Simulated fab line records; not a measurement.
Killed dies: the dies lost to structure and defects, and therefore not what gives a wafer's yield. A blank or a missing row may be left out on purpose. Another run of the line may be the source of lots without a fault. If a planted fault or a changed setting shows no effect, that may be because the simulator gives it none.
2 desks looking at one fault || flow sky130 || each desk holds nothing but its own numbers, with what lay behind them at the end

## AT THE METROLOGY DESK
Means of the sampled wafers that have a number, per lot and without regard to the tool the lot ran on: this is what the gauges read. If a lot's mean is further than 4 standard deviations from the usual mean, the lot is out of limits and carries the mark OUT (the distance appears in the brackets).
Columns: A = VT_ADJUST_LVTN_OVL at SKY_VT_ADJUST_LVTN_OVL_MEAS_07, usual 1.2 nm; B = VT_ADJUST_HVTR_OVL at SKY_VT_ADJUST_HVTR_OVL_MEAS_08, usual -0.3 nm; C = VT_ADJUST_HVTR_TW at SKY_VT_ADJUST_HVTR_TW_MEAS_11, usual 209.4
{"lot": "L152", "first seen here": "day 7 01:03", "A": 1.1, "B": 0.7, "C": 206.3}
{"lot": "L153", "first seen here": "day 7 12:49", "A": 1.8, "B": -0.7, "C": 206.2}
{"lot": "L154", "first seen here": "day 7 19:18", "A": 2.5, "B": -1.4, "C": 212.0}
{"lot": "L155", "first seen here": "day 8 00:34", "A": 2.8, "B": 0.4, "C": 207.1}
{"lot": "L157", "first seen here": "day 8 14:08", "A": -0.3, "B": 0.2, "C": 209.8}
{"lot": "L159", "first seen here": "day 9 02:53", "A": 1.4, "B": -0.7, "C": 210.6}
{"lot": "L160", "first seen here": "day 9 06:01", "A": 0.3, "B": 0.6, "C": 210.5}
{"lot": "L164", "first seen here": "day 10 09:31", "A": -0.6, "B": 0.7, "C": 211.3}
{"lot": "L165", "first seen here": "day 10 12:57", "A": 0.2, "B": 0.9, "C": 210.2}
{"lot": "L169", "first seen here": "day 12 04:06", "A": 2.0, "B": -0.8, "C": 211.8}
{"lot": "L170", "first seen here": "day 12 07:07", "A": -0.2, "B": 0.0, "C": 206.1}
{"lot": "L171", "first seen here": "day 12 11:46", "A": 0.4, "B": -0.0, "C": 205.9}
{"lot": "L173", "first seen here": "day 12 22:30", "A": 0.6, "B": -0.6, "C": 211.5}
{"lot": "L174", "first seen here": "day 13 07:20", "A": 0.4, "B": -1.2, "C": 207.5}
This desk's finding: nothing out of limits on any of the 14 lots.

## AT THE TOOL OWNER'S DESK: litho-track-03
The tool's own readings at SKY_POLY_GATE_DEVELOP_12 (develop time 60 s): means of the sampled wafers that have a number, for each lot that ran on this tool. If a lot's mean is further than 4 standard deviations from the usual mean, the lot is out of limits and carries the mark OUT (the distance appears in the brackets).
Columns: A = developer-temp-C at SKY_POLY_GATE_DEVELOP_12, usual 21.03 C
{"lot": "L153", "first seen here": "day 17 04:00", "A": 21.00}
{"lot": "L155", "first seen here": "day 18 05:00", "A": 20.93}
{"lot": "L157", "first seen here": "day 18 22:00", "A": 21.09}
{"lot": "L159", "first seen here": "day 19 11:00", "A": 21.11}
{"lot": "L160", "first seen here": "day 19 12:00", "A": 21.12}
{"lot": "L165", "first seen here": "day 21 11:00", "A": "18.98 (-21) OUT"}
{"lot": "L164", "first seen here": "day 21 12:00", "A": "19.01 (-20) OUT"}
This desk finds L164, L165 out of limits, L165 being first, at day 21 11:00 (developer-temp-C at SKY_POLY_GATE_DEVELOP_12). L153, L155, L157, L159, L160 stayed within limits.

## PUT TOGETHER
An alarm could have come from the tool owner's desk at day 21 11:00, on L164, L165.
Metrology desk: nothing out of limits seen.
The metrology desk holds a record of L164, L165, inside its limits.
Of the lots named, all ran SKY_POLY_GATE_DEVELOP_12 on litho-track-03.

## WHAT THE SIMULATOR HAD INSERTED
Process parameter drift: litho-track-03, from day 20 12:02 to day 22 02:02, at SKY_POLY_GATE_DEVELOP_12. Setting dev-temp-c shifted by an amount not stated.
Struck lots among those shown: L164, L165.
Delay in hours, fault start to first out-of-limits reading, by desk: the tool owner's desk at 23.
